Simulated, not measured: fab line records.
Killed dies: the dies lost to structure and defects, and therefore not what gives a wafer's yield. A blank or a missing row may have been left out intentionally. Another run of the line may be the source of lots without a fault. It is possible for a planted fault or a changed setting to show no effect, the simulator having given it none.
fab line records | flow sky130
record lots=7 | wafers=21 | last_day=50
route steps=708 shown LDD_N@237
lots untouched by any fault: they come from a run of this same line in which no faults occurred
start_h: the number of hours between the record's first day and the start of the first shown wafer of the lot | wait_h: time in hours since the lot's previous step | " same as the row above | L1.1+2: several wafers, shown together as one row | - either no value or no given start | * or withheld: withheld | < > ~ a bound
route shown NAME@n: NAME is a module with steps in the file, n the number in the route of the first one | usual: the fault-free wafers' mean and standard deviation | same: alike in all rows | chamber/n: place in a boat | sites: readings site by site | _std_site: their standard deviation | _edge_site: inner sites' mean taken away from outer sites' mean | radius_mm: how far each site lies from the wafer's centre | mask NAME#n: copy n | behind: the most recent tool/chamber to have shaped the wafer | hold: reason for holding the lot/hours on hold/outcome of the hold | device: which transistor (n, p or np) failed to switch | end of line: tests of these same wafers at the route's end | step lacking rows: just its recipe | killed: the dies lost at the first sort to structure and to defects; this is not the yield of the wafer | map: a wafer's dies, marking killed ones x, the rest . and places with no die _
set.NAME: the run value of the setting; set.NAME@STEP: its run value at that earlier step | model.NAME: the simulator's own value behind a step, which no gauge read
lots seen at some steps along the route; tables by step, rows by wafer
services: from which hour (start_h, from the record's first day; less than 0 if before it) a tool's chamber was out of use, for how many hours, and why
## steps
# step SKY_LDD_N_DEHYDRATE_00
# recipe temp_c=200 | time_s=60
# step SKY_LDD_N_HMDS_01
# recipe prime_time_s=60 | prime_temp_c=120
# step SKY_LDD_N_COAT_02
# recipe resist=NOVOLAK | spin_rpm=3000 | resist_thk_nm=300
# step SKY_LDD_N_SOFTBAKE_03
# recipe temp_c=90 | time_s=60 | resist=NOVOLAK
# step SKY_LDD_N_EXPOSE_04
# recipe mask_id=NTM | target_cd_nm=840 | na=0.6 | source_shape=conventional | sigma_outer=0.6 | dose_mj=110
# step SKY_LDD_N_PEB_05
# recipe temp_c=withheld | time_s=* | resist=NOVOLAK
# step SKY_LDD_N_DEVELOP_06
# recipe develop_time_s=60 | dev_temp_c=23
# step SKY_LDD_N_OVL_MEAS_07
# usual LDD_N_OVL=-0.4/1.4
lot.wafer | tool       | chamber | start_h | wait_h | LDD_N_OVL[nm]
L631.1    | overlay-01 | -       | 453.63  | 0.1    | -0.9
L631.2    | "          | -       | "       | "      | 0.0
L631.5    | "          | -       | "       | "      | -0.6
L637.1    | overlay-01 | -       | 517.13  | 0.1    | -0.5
L637.3    | "          | -       | "       | "      | -0.8
L637.6    | "          | -       | "       | "      | -1.4
L643.2    | overlay-01 | -       | 565.88  | 0.1    | 0.2
L643.3    | "          | -       | "       | "      | -0.3
L643.5    | "          | -       | "       | "      | 0.6
L644.2    | overlay-01 | -       | 571.62  | 0.1    | -0.7
L644.4    | "          | -       | "       | "      | -1.0
L644.5    | "          | -       | "       | "      | -2.2
L645.1    | overlay-01 | -       | 574.74  | 0.1    | -0.5
L645.4    | "          | -       | "       | "      | -2.5
L645.5    | "          | -       | "       | "      | 0.2
L647.1    | overlay-02 | -       | 591.06  | 0.1    | -1.9
L647.2    | "          | -       | "       | "      | -0.4
L647.5    | "          | -       | "       | "      | -0.5
L648.1    | overlay-01 | -       | 599.27  | 0.1    | 1.3
L648.4    | "          | -       | "       | "      | -0.9
L648.6    | "          | -       | "       | "      | -0.9
# step SKY_LDD_N_IMPLANT_08
# recipe species=As | energy_kev=20 | dose_cm2=7.5e+13 | tilt_deg=withheld | rotation_deg=23
# step SKY_LDD_N_IMPLANT_09
# recipe species=As | energy_kev=20 | dose_cm2=7.5e+13 | tilt_deg=withheld | rotation_deg=113
# step SKY_LDD_N_IMPLANT_10
# recipe species=As | energy_kev=20 | dose_cm2=7.351e+13 | tilt_deg=withheld | rotation_deg=203
# step SKY_LDD_N_IMPLANT_11
# recipe species=As | energy_kev=20 | dose_cm2=7.5e+13 | tilt_deg=withheld | rotation_deg=293
# step SKY_LDD_N_IMPLANT_12
# recipe species=BF2 | energy_kev=50 | dose_cm2=5e+12 | tilt_deg=30 | rotation_deg=0
# usual beam_energy_keV=50.000/0.016 | beam_on_s=9.99/0.22 | tilt_deg=30.005/0.018
lot.wafer | tool         | chamber | start_h | wait_h | beam_energy_keV | beam_on_s | tilt_deg
L631.1    | implanter-02 | 0       | 454.26  | 0.1    | 50.007          | 9.77      | 29.993
L631.2    | "            | 0       | "       | "      | 50.011          | 10.00     | 30.008
L631.5    | "            | 0       | "       | "      | 50.002          | 10.18     | 30.006
L637.1    | implanter-04 | 0       | 517.76  | 0.1    | 49.989          | 9.57      | 29.992
L637.3    | "            | 0       | "       | "      | 50.017          | 10.27     | 29.998
L637.6    | "            | 0       | "       | "      | 50.004          | 9.84      | 29.998
L643.2    | implanter-04 | -       | 566.54  | 0.1    | -               | -         | -
L643.3    | "            | -       | "       | "      | -               | -         | -
L643.5    | "            | -       | "       | "      | -               | -         | -
L644.2    | implanter-03 | -       | 572.27  | 0.1    | -               | -         | -
L644.4    | "            | -       | "       | "      | -               | -         | -
L644.5    | "            | -       | "       | "      | -               | -         | -
L645.1    | implanter-03 | -       | 575.38  | 0.1    | -               | -         | -
L645.4    | "            | -       | "       | "      | -               | -         | -
L645.5    | "            | -       | "       | "      | -               | -         | -
L647.1    | implanter-03 | 0       | 591.70  | 0.1    | 49.988          | 9.65      | 29.981
L647.2    | "            | 0       | "       | "      | 49.983          | 9.44      | 29.987
L647.5    | "            | 0       | "       | "      | 49.973          | 9.82      | 30.001
L648.1    | implanter-04 | 0       | 599.91  | 0.1    | 49.992          | 9.89      | 30.005
L648.4    | "            | 0       | "       | "      | 49.971          | 9.87      | 30.033
L648.6    | "            | 0       | "       | "      | 49.994          | 10.20     | 30.008
# step SKY_LDD_N_IMPLANT_13
# recipe species=BF2 | energy_kev=50 | dose_cm2=5e+12 | tilt_deg=30 | rotation_deg=90
## services
tool         | chamber | start_h | hours | kind
implanter-03 | -       | 431.51  | 2.5   | pm
implanter-03 | -       | 458.07  | 4.7   | repair
implanter-02 | -       | 472.30  | 3.2   | repair
implanter-04 | -       | 487.80  | 1.6   | repair
implanter-02 | -       | 501.35  | 107.6 | pm
implanter-04 | -       | 504.35  | 3.4   | repair
implanter-03 | -       | 513.83  | 5.8   | repair
implanter-04 | -       | 525.32  | 3.5   | pm
implanter-04 | -       | 548.24  | 2.2   | repair
## key
first_sign step=SKY_LDD_N_IMPLANT_12 | reading=tool_record | direction=missing
effect none on later readings
met_at SKY_LDD_N_IMPLANT_12
struck_wafers L643.2,L643.3,L643.5,L644.2,L644.4,L644.5,L645.1,L645.4,L645.5
later_rows_left_out L643.2,L643.3,L643.5,L644.2,L644.4,L644.5,L645.1,L645.4,L645.5
sort_left_out L643.2,L643.3,L643.5,L644.2,L644.4,L644.5,L645.1,L645.4,L645.5
tester_left_out L643,L644,L645
onset_between 517.76 566.54
fault kind=skipped_step_whole | tool=implanter-03,implanter-04 | chamber=- | onset_h=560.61 | steps=SKY_LDD_N_IMPLANT_12 | scope=struck_lots_only
# tester_left_out: of these lots the tester's yield and bins aren't shown, on N5 and GAA mostly nor the transistor test; their killed dies are dies lost to structure and defects alone, not to doping, threshold or leakage, so they don't give the yield
# sort_left_out: the simulated sort isn't trusted on such a fault, so these wafers' sort isn't shown, and their yield isn't known
# later_rows_left_out: the simulator's readings of these wafers behind a module that went badly wrong aren't trusted and aren't shown, but for the sort
